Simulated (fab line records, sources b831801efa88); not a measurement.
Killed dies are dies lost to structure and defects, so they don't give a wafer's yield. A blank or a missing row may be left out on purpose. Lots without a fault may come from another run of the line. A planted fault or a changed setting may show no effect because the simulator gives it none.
A struck lot beside a sound one | flow sky130 | 15 steps out of a route of 708
Sound: wafers L843.3, L843.4, L843.5. Struck: wafers L837.2, L837.6. The cause comes at the end.
At each step with rows: each side's tool, then ch and its chambers, then its first start. Under that, the readings that differ: sound wafers | struck wafers | difference of the means | sigmas: that difference in standard deviations of wafers without a fault.
alike: readings whose means differ by less than 2 such deviations, and words and numbers that are the same on both sides. not compared: withheld readings, readings that some wafer has no value for, bounds like >300 that may hide the same value, and numbers for which the record gives no deviation and whose values overlap.
The two part at a step that has a row with sigmas, a row that says differs or no value, or rows on one side only. Numbers that don't overlap but have no deviation are shown without sigmas and don't part them. A reading that every wafer of one side lacks parts them only if that side has two wafers or more.

first, 4 steps without rows for these wafers: SKY_DNWELL_EXPOSE_04 (exposes mask DNM, target cd 3000 nm); SKY_DNWELL_PEB_05; SKY_DNWELL_DEVELOP_06 (develop time 60 s); SKY_DNWELL_IMPLANT_07.
SKY_DNWELL_STRIP_08: strips in O2/N2.
  sound on plasma_asher-01 ch 0,1, day 7 21:02; struck on plasma_asher-01 ch 1, day 6 16:07
  alike: drypump_motor_current_A, oes_product_au, strip_time_to_endpoint_s
  not compared: rf_hours_counter_h
SKY_DNWELL_TW_MEAS_09:
  sound on film_metro-01, day 7 21:08; struck on film_metro-02, day 6 16:13
  reading   | sound          | struck    | difference | sigmas
  DNWELL_TW | 1125 1135 1131 | 1113 1116 | -16        | -2
then, 6 steps without rows for these wafers: SKY_PWDE_DEHYDRATE_00 (time 60 s); SKY_PWDE_HMDS_01 (prime time 60 s); SKY_PWDE_COAT_02 (resist thk 3000 nm); SKY_PWDE_SOFTBAKE_03; SKY_PWDE_EXPOSE_04 (exposes mask PWDEM, target cd 840 nm); SKY_PWDE_PEB_05.
SKY_PWDE_DEVELOP_06: develop time 60 s.
  sound on litho_track-03 ch 0, day 8 17:00; struck on litho_track-02 ch 0, day 7 12:00
SKY_PWDE_OVL_MEAS_07:
  sound on overlay-01, day 8 17:31; struck on overlay-02, day 7 12:19
  reading       | sound         | struck | difference                    | sigmas
  PWDE_OVL (nm) | -0.4 -0.2 0.1 | - -    | no value on the struck wafers |
then, 1 step without rows for these wafers: SKY_PWDE_IMPLANT_08.

WHERE THEY PART
First at SKY_DNWELL_TW_MEAS_09; last, within this record, at SKY_PWDE_OVL_MEAS_07.

WHY: what the simulator had put in
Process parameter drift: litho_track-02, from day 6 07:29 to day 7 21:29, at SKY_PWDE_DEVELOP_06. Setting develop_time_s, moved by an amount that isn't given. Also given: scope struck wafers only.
